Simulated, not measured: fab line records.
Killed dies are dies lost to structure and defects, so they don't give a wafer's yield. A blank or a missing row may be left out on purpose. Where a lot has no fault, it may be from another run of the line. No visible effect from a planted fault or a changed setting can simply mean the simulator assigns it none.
The tool behind it: which one? + flow sky130 + 72 wafers from 24 lots sampled at 6 of the route's 708 steps

## WHAT THE GAUGES READ, wafer by wafer
SKY_METAL2_CD_MEAS_15: target cd 140 nm. Usual: cd nm reads 139.9 nm (standard deviation 1.6).
| lot  | measured     | on        | cd nm (nm)        | flag |
|------|--------------|-----------|-------------------|------|
| L074 | day 35 09:58 | cd sem-02 | 142.0 141.2 140.2 |      |
| L075 | day 35 13:28 | cd sem-01 | 143.1 142.8 142.5 |      |
| L076 | day 35 15:11 | cd sem-02 | 139.4 139.3 139.6 |      |
| L077 | day 36 03:32 | cd sem-01 | 141.7 141.5 140.1 |      |
| L078 | day 36 06:21 | cd sem-02 | 139.3 136.9 138.8 |      |
| L079 | day 36 12:28 | cd sem-01 | 142.3 141.2 141.5 |      |
| L080 | day 36 18:10 | cd sem-01 | 141.3 141.8 141.1 |      |
| L081 | day 37 00:38 | cd sem-02 | 141.1 141.7 140.5 |      |
| L082 | day 37 14:25 | cd sem-01 | 141.3 141.2 140.6 |      |
| L083 | day 37 18:07 | cd sem-02 | 142.2 142.1 141.2 |      |
| L084 | day 37 20:20 | cd sem-01 | 141.4 140.9 139.1 |      |
| L085 | day 38 09:55 | cd sem-02 | 138.2 139.2 138.5 |      |
| L086 | day 38 15:08 | cd sem-02 | 137.4 137.6 137.8 |      |
| L087 | day 38 22:22 | cd sem-01 | 141.1 140.1 139.5 |      |
| L088 | day 39 15:51 | cd sem-01 | 138.7 138.9 139.2 |      |
| L089 | day 39 20:31 | cd sem-01 | 138.7 137.7 138.1 |      |
| L090 | day 40 08:59 | cd sem-02 | 141.2 140.9 140.0 |      |
| L091 | day 40 17:22 | cd sem-02 | 137.3 138.3 137.2 |      |
| L093 | day 40 20:31 | cd sem-02 | 141.7 142.6 142.0 |      |
| L092 | day 40 20:52 | cd sem-01 | 137.3 139.1 136.4 |      |
| L094 | day 41 00:03 | cd sem-01 | 138.6 139.9 138.6 |      |
| L095 | day 42 02:07 | cd sem-01 | 139.2 140.0 139.3 |      |
| L097 | day 42 02:36 | cd sem-01 | 137.3 136.5 137.1 |      |
| L096 | day 42 09:37 | cd sem-01 | 139.5 140.4 141.4 |      |

SKY_CAPM_OVL_MEAS_12. Usual: CAPM_OVL 0.1 nm, standard deviation 1.5.
| lot  | measured     | on         | CAPM_OVL (nm)  | flag |
|------|--------------|------------|----------------|------|
| L074 | day 37 17:10 | overlay-02 | 0.9 1.5 0.8    |      |
| L075 | day 37 19:37 | overlay-01 | -1.4 -1.7 -2.6 |      |
| L076 | day 37 22:17 | overlay-02 | 1.5 -0.2 1.5   |      |
| L077 | day 38 08:22 | overlay-02 | 1.3 0.3 2.8    |      |
| L078 | day 38 12:20 | overlay-01 | 0.7 1.6 3.0    |      |
| L079 | day 38 18:44 | overlay-02 | 1.9 -1.8 -1.7  |      |
| L080 | day 39 00:02 | overlay-01 | 1.8 1.0 0.0    |      |
| L081 | day 39 06:02 | overlay-02 | 2.1 -0.8 1.1   |      |
| L082 | day 39 18:48 | overlay-02 | 2.2 1.8 0.7    |      |
| L083 | day 39 22:34 | overlay-02 | -0.3 1.4 0.5   |      |
| L084 | day 40 01:10 | overlay-01 | 0.7 1.6 2.2    |      |
| L085 | day 40 14:06 | overlay-01 | -0.2 1.6 0.6   |      |
| L086 | day 41 00:20 | overlay-01 | 1.2 1.6 -0.4   |      |
| L087 | day 41 02:53 | overlay-02 | -1.6 -1.9 -2.3 |      |
| L088 | day 41 20:03 | overlay-01 | 1.3 1.0 2.0    |      |
| L089 | day 41 23:19 | overlay-01 | -0.3 -2.0 -1.3 |      |
| L090 | day 42 11:57 | overlay-02 | 0.6 -2.8 0.2   |      |
| L091 | day 42 20:35 | overlay-02 | -1.5 0.3 0.1   |      |
| L093 | day 42 23:38 | overlay-01 | -1.9 -3.1 -0.7 |      |
| L092 | day 43 00:34 | overlay-01 | -1.4 -2.1 -2.1 |      |
| L094 | day 43 03:40 | overlay-02 | -3.0 -1.3 -2.8 |      |
| L095 | day 44 03:06 | overlay-02 | 2.3 1.1 0.9    |      |
| L097 | day 44 04:17 | overlay-01 | -0.3 -1.0 0.4  |      |
| L096 | day 44 09:23 | overlay-01 | -1.1 -0.5 -0.9 |      |

## WHICH TOOL RAN EACH LOT (tool, then ch and the chambers of the sampled wafers, then the start)
| lot  | SKY_CONTACT_CVD_24            | SKY_METAL2_ETCH_18                | SKY_VIA2_ETCH_14                   | SKY_VIA2_CMP_24               |
|------|-------------------------------|-----------------------------------|------------------------------------|-------------------------------|
| L074 | cvd w-01 ch 0,1, day 31 22:03 | rie metal-01 ch 0,1, day 35 10:07 | rie diel-04 ch 0,2,3, day 36 13:29 | cmp-01 ch 1,2,3, day 36 14:55 |
| L075 | cvd w-02 ch 0,1, day 32 01:16 | rie metal-04 ch 1, day 35 13:41   | rie diel-01 ch 0,3, day 36 16:08   | cmp-01 ch 0,1,3, day 36 17:18 |
| L076 | cvd w-01 ch 0,1, day 32 04:45 | rie metal-03 ch 0,1, day 35 15:22 | rie diel-04 ch 0,3, day 36 18:37   | cmp-01 ch 0,2,3, day 36 19:50 |
| L077 | cvd w-02 ch 0,1, day 32 18:38 | rie metal-03 ch 0,1, day 36 03:43 | rie diel-03 ch 1,2,3, day 37 05:41 | cmp-02 ch 0,1,2, day 37 06:47 |
| L078 | cvd w-02 ch 0,1, day 32 19:47 | rie metal-01 ch 0,1, day 36 06:32 | rie diel-04 ch 0,2, day 37 09:23   | cmp-02 ch 0,1,3, day 37 10:32 |
| L079 | cvd w-02 ch 0, day 33 01:49   | rie metal-04 ch 0, day 36 12:41   | rie diel-04 ch 1,2, day 37 15:05   | cmp-02 ch 1,2, day 37 16:11   |
| L080 | cvd w-01 ch 0,1, day 33 07:56 | rie metal-01 ch 0,1, day 36 18:20 | rie diel-03 ch 2,3, day 37 21:11   | cmp-01 ch 0,1, day 37 22:16   |
| L081 | cvd w-01 ch 0,1, day 33 15:54 | rie metal-04 ch 0, day 37 00:51   | rie diel-04 ch 0,2,3, day 38 03:08 | cmp-02 ch 0,2,3, day 38 04:20 |
| L082 | cvd w-02 ch 0,1, day 34 03:53 | rie metal-04 ch 0,1, day 37 14:37 | rie diel-01 ch 0,3, day 38 16:35   | cmp-02 ch 0,2,3, day 38 17:38 |
| L083 | cvd w-02 ch 0,1, day 34 08:10 | rie metal-01 ch 0,1, day 37 18:17 | rie diel-03 ch 1,3, day 38 20:53   | cmp-02 ch 0,3, day 38 21:57   |
| L084 | cvd w-01 ch 0,1, day 34 10:34 | rie metal-04 ch 0,1, day 37 20:31 | rie diel-01 ch 1,2, day 38 23:05   | cmp-01 ch 0,1,2, day 39 00:16 |
| L085 | cvd w-02 ch 0,1, day 35 01:59 | rie metal-04 ch 0,1, day 38 10:07 | rie diel-04 ch 0,2,3, day 39 12:11 | cmp-02 ch 0,1,3, day 39 13:36 |
| L086 | cvd w-01 ch 0,1, day 35 06:08 | rie metal-01 ch 0,1, day 38 15:19 | rie diel-03 ch 1,2,3, day 39 17:26 | cmp-02 ch 1,2, day 39 18:33   |
| L087 | cvd w-02 ch 0,1, day 35 13:57 | rie metal-03 ch 0,1, day 38 22:32 | rie diel-01 ch 0,1,2, day 40 00:23 | cmp-02 ch 2,3, day 40 01:38   |
| L088 | cvd w-02 ch 0,1, day 36 08:20 | rie metal-01 ch 1, day 39 16:05   | rie diel-01 ch 0,1,2, day 40 18:47 | cmp-02 ch 0,1,3, day 40 19:53 |
| L089 | cvd w-02 ch 1, day 36 12:58   | rie metal-01 ch 1, day 39 20:40   | rie diel-01 ch 0,2,3, day 40 22:05 | cmp-02 ch 0,2,3, day 40 23:16 |
| L090 | cvd w-01 ch 0,1, day 37 02:49 | rie metal-03 ch 0,1, day 40 09:10 | rie diel-03 ch 1,2, day 41 10:17   | cmp-01 ch 0,1, day 41 11:23   |
| L091 | cvd w-02 ch 0,1, day 37 09:22 | rie metal-03 ch 0,1, day 40 17:34 | rie diel-03 ch 0,3, day 41 19:56   | cmp-02 ch 0,2,3, day 41 21:03 |
| L093 | cvd w-01 ch 0,1, day 37 15:01 | rie metal-01 ch 0,1, day 40 20:43 | rie diel-03 ch 0,2,3, day 41 21:52 | cmp-02 ch 0,2, day 41 23:02   |
| L092 | cvd w-02 ch 0,1, day 37 15:16 | rie metal-03 ch 0,1, day 40 21:04 | rie diel-03 ch 0,2,3, day 41 22:50 | cmp-02 ch 0,1,3, day 42 00:01 |
| L094 | cvd w-01 ch 0,1, day 37 17:45 | rie metal-01 ch 1, day 41 00:14   | rie diel-04 ch 1,2,3, day 42 02:08 | cmp-02 ch 0,2,3, day 42 03:34 |
| L095 | cvd w-01 ch 0,1, day 38 21:04 | rie metal-04 ch 0,1, day 42 02:17 | rie diel-03 ch 1,3, day 43 03:02   | cmp-01 ch 2,3, day 43 04:33   |
| L097 | cvd w-01 ch 0,1, day 38 22:19 | rie metal-01 ch 0,1, day 42 02:47 | rie diel-03 ch 2,3, day 43 04:11   | cmp-01 ch 1,2,3, day 43 05:20 |
| L096 | cvd w-01 ch 0,1, day 39 06:21 | rie metal-03 ch 0,1, day 42 09:47 | rie diel-04 ch 2,3, day 43 09:47   | cmp-01 ch 0,1,3, day 43 11:00 |
- SKY_CONTACT_CVD_24: deposits W, target thk 340 nm, time 102.12 s.
- SKY_METAL2_ETCH_18: etches BARC in N2/H2, stops on SiO2, time 45.9 s, target depth 60 nm.
- SKY_VIA2_ETCH_14: etches BARC in N2/H2, stops on SiO2, time 47.49 s, target depth 60 nm.
- SKY_VIA2_CMP_24: polishes, stops on SiO2, t overpolish 20 s, target thk 0 nm.

## AS READ BY THE TOOLS THEMSELVES (means over the sampled wafers that have a number; for cases with no such wafer, the mark the record gives instead)
SKY_CONTACT_CVD_24. Usual: heater power w reads 867 W (standard deviation 19).
| lot  | tool     | heater power w (W) | flag |
|------|----------|--------------------|------|
| L074 | cvd w-01 | 849                |      |
| L075 | cvd w-02 | 880                |      |
| L076 | cvd w-01 | 842                |      |
| L077 | cvd w-02 | 885                |      |
| L078 | cvd w-02 | 876                |      |
| L079 | cvd w-02 | 893                |      |
| L080 | cvd w-01 | 843                |      |
| L081 | cvd w-01 | 871                |      |
| L082 | cvd w-02 | 882                |      |
| L083 | cvd w-02 | 881                |      |
| L084 | cvd w-01 | 847                |      |
| L085 | cvd w-02 | 879                |      |
| L086 | cvd w-01 | 848                |      |
| L087 | cvd w-02 | 868                |      |
| L088 | cvd w-02 | 880                |      |
| L089 | cvd w-02 | 877                |      |
| L090 | cvd w-01 | 864                |      |
| L091 | cvd w-02 | 893                |      |
| L093 | cvd w-01 | 856                |      |
| L092 | cvd w-02 | 883                |      |
| L094 | cvd w-01 | 869                |      |
| L095 | cvd w-01 | 849                |      |
| L097 | cvd w-01 | 867                |      |
| L096 | cvd w-01 | 852                |      |

SKY_METAL2_ETCH_18. Usual: drypump motor current A 5.8 A, standard deviation 0.45; h2 flow sccm 200.1 sccm, standard deviation 0.61; oes product au 0.855 a.u., standard deviation 0.005; throttle valve pct 13.224 %, standard deviation 0.0083.
| lot  | tool         | drypump motor current A (A) | h2 flow sccm (sccm) | oes product au (a.u.) | throttle valve pct (%) | flag |
|------|--------------|-----------------------------|---------------------|-----------------------|------------------------|------|
| L074 | rie metal-01 | 5.4                         | 199.4               | 0.853                 | 13.227                 |      |
| L075 | rie metal-04 | 6.0                         | 200.4               | 0.852                 | 13.227                 |      |
| L076 | rie metal-03 | 5.7                         | 199.9               | 0.857                 | 13.220                 |      |
| L077 | rie metal-03 | 5.8                         | 199.7               | 0.849                 | 13.219                 |      |
| L078 | rie metal-01 | 5.4                         | 200.5               | 0.854                 | 13.220                 |      |
| L079 | rie metal-04 | 6.3                         | 200.8               | 0.856                 | 13.216                 |      |
| L080 | rie metal-01 | 5.3                         | 199.9               | 0.856                 | 13.230                 |      |
| L081 | rie metal-04 | 6.3                         | 200.1               | 0.853                 | 13.212                 |      |
| L082 | rie metal-04 | 6.2                         | 199.0               | 0.858                 | 13.223                 |      |
| L083 | rie metal-01 | 5.3                         | 199.3               | 0.856                 | 13.226                 |      |
| L084 | rie metal-04 | 6.2                         | 200.3               | 0.848                 | 13.220                 |      |
| L085 | rie metal-04 | 6.1                         | 200.4               | 0.853                 | 13.222                 |      |
| L086 | rie metal-01 | 5.4                         | 200.3               | 0.856                 | 13.223                 |      |
| L087 | rie metal-03 | 6.1                         | 199.6               | 0.856                 | 13.222                 |      |
| L088 | rie metal-01 | 5.3                         | 200.0               | 0.854                 | 13.223                 |      |
| L089 | rie metal-01 | 5.3                         | 200.5               | 0.855                 | 13.218                 |      |
| L090 | rie metal-03 | 5.7                         | 199.9               | 0.851                 | 13.221                 |      |
| L091 | rie metal-03 | 5.7                         | 199.9               | 0.851                 | 13.225                 |      |
| L093 | rie metal-01 | 5.4                         | 199.8               | 0.860                 | 13.222                 |      |
| L092 | rie metal-03 | 6.1                         | 200.2               | 0.857                 | 13.228                 |      |
| L094 | rie metal-01 | 5.3                         | 200.1               | 0.857                 | 13.221                 |      |
| L095 | rie metal-04 | 6.1                         | 200.4               | 0.857                 | 13.224                 |      |
| L097 | rie metal-01 | 5.3                         | 200.4               | 0.857                 | 13.226                 |      |
| L096 | rie metal-03 | 5.7                         | 200.8               | 0.856                 | 13.225                 |      |

SKY_VIA2_ETCH_14. Usual: drypump motor current A 5.8 A, standard deviation 0.46; h2 flow sccm 200.0 sccm, standard deviation 0.58; oes product au 0.847 a.u., standard deviation 0.0047; throttle valve pct 13.223 %, standard deviation 0.0092.
| lot  | tool        | drypump motor current A (A) | h2 flow sccm (sccm) | oes product au (a.u.) | throttle valve pct (%) | flag |
|------|-------------|-----------------------------|---------------------|-----------------------|------------------------|------|
| L074 | rie diel-04 | 5.8                         | 200.4               | 0.847                 | 13.221                 |      |
| L075 | rie diel-01 | 6.3                         | 199.6               | 0.845                 | 13.222                 |      |
| L076 | rie diel-04 | 5.8                         | 199.7               | 0.846                 | 13.227                 |      |
| L077 | rie diel-03 | 5.4                         | 199.6               | 0.844                 | 13.223                 |      |
| L078 | rie diel-04 | 5.8                         | 199.7               | 0.847                 | 13.211                 |      |
| L079 | rie diel-04 | 6.2                         | 200.2               | 0.842                 | 13.229                 |      |
| L080 | rie diel-03 | 5.3                         | 200.0               | 0.851                 | 13.215                 |      |
| L081 | rie diel-04 | 5.8                         | 200.1               | 0.847                 | 13.218                 |      |
| L082 | rie diel-01 | 6.3                         | 200.2               | 0.844                 | 13.226                 |      |
| L083 | rie diel-03 | 5.5                         | 200.1               | 0.846                 | 13.228                 |      |
| L084 | rie diel-01 | 6.0                         | 199.6               | 0.844                 | 13.231                 |      |
| L085 | rie diel-04 | 5.8                         | 199.9               | 0.846                 | 13.222                 |      |
| L086 | rie diel-03 | 5.4                         | 200.0               | 0.852                 | 13.225                 |      |
| L087 | rie diel-01 | 6.0                         | 199.8               | 0.850                 | 13.224                 |      |
| L088 | rie diel-01 | 6.0                         | 200.6               | 0.841                 | 13.213                 |      |
| L089 | rie diel-01 | 6.3                         | 200.5               | 0.850                 | 13.223                 |      |
| L090 | rie diel-03 | 5.2                         | 200.3               | 0.847                 | 13.228                 |      |
| L091 | rie diel-03 | 5.8                         | 199.9               | 0.848                 | 13.222                 |      |
| L093 | rie diel-03 | 5.5                         | 199.8               | 0.846                 | 13.217                 |      |
| L092 | rie diel-03 | 5.5                         | 199.2               | 0.845                 | 13.226                 |      |
| L094 | rie diel-04 | 5.9                         | 199.6               | 0.845                 | 13.221                 |      |
| L095 | rie diel-03 | 5.5                         | 200.0               | 0.846                 | 13.229                 |      |
| L097 | rie diel-03 | 5.6                         | 199.2               | 0.848                 | 13.222                 |      |
| L096 | rie diel-04 | 5.6                         | 200.1               | 0.847                 | 13.217                 |      |

SKY_VIA2_CMP_24. Usual: motor current A 11.4 A, standard deviation 0.96; overpolish run s 20.000 s, standard deviation 0.0096; time to endpoint s 103 s, standard deviation 4.1.
| lot  | tool   | motor current A (A) | overpolish run s (s) | time to endpoint s (s) | flag |
|------|--------|---------------------|----------------------|------------------------|------|
| L074 | cmp-01 | 12.4                | 19.998               | 101                    |      |
| L075 | cmp-01 | 11.9                | 19.998               | 101                    |      |
| L076 | cmp-01 | 11.9                | 20.011               | 99                     |      |
| L077 | cmp-02 | 11.1                | 19.988               | 105                    |      |
| L078 | cmp-02 | 10.7                | 20.003               | 103                    |      |
| L079 | cmp-02 | 11.9                | 19.992               | 105                    |      |
| L080 | cmp-01 | 12.2                | 19.989               | 98                     |      |
| L081 | cmp-02 | 11.1                | 19.997               | 109                    |      |
| L082 | cmp-02 | 10.9                | 20.005               | 109                    |      |
| L083 | cmp-02 | 10.1                | 20.008               | 106                    |      |
| L084 | cmp-01 | 12.4                | 20.003               | 99                     |      |
| L085 | cmp-02 | 10.5                | 20.004               | 105                    |      |
| L086 | cmp-02 | 12.0                | 20.007               | 105                    |      |
| L087 | cmp-02 | 10.9                | 19.996               | 105                    |      |
| L088 | cmp-02 | 11.1                | 19.997               | 104                    |      |
| L089 | cmp-02 | 11.0                | 20.009               | 99                     |      |
| L090 | cmp-01 | 11.7                | 19.999               | 99                     |      |
| L091 | cmp-02 | 11.2                | 19.993               | 96                     |      |
| L093 | cmp-02 | 11.6                | 20.003               | 101                    |      |
| L092 | cmp-02 | 11.1                | 19.989               | 99                     |      |
| L094 | cmp-02 | 10.8                | 19.996               | 98                     |      |
| L095 | cmp-01 | 11.8                | 20.003               | 102                    |      |
| L097 | cmp-01 | 12.0                | 19.999               | 106                    |      |
| L096 | cmp-01 | 11.5                | 19.999               | 104                    |      |

## THE ANSWER, worked out from the rows above alone
Rule: a lot is off if the mean of its wafers that have a number lies more than 3 standard deviations from the usual mean. Also off: a lot with no number at a reading for which 4 or more lots have one. Any other lot the step has rows for is counted as sound. First the gauges in route order, then the tools' own readings, where a lot's mean is used as printed above. At the first step where some lot is off, the reading lying furthest off is the one used; lots without a number count as furthest.
No lot is off at any reading shown: from this, nothing can be told.

## WHAT THE SIMULATOR HAD PUT IN
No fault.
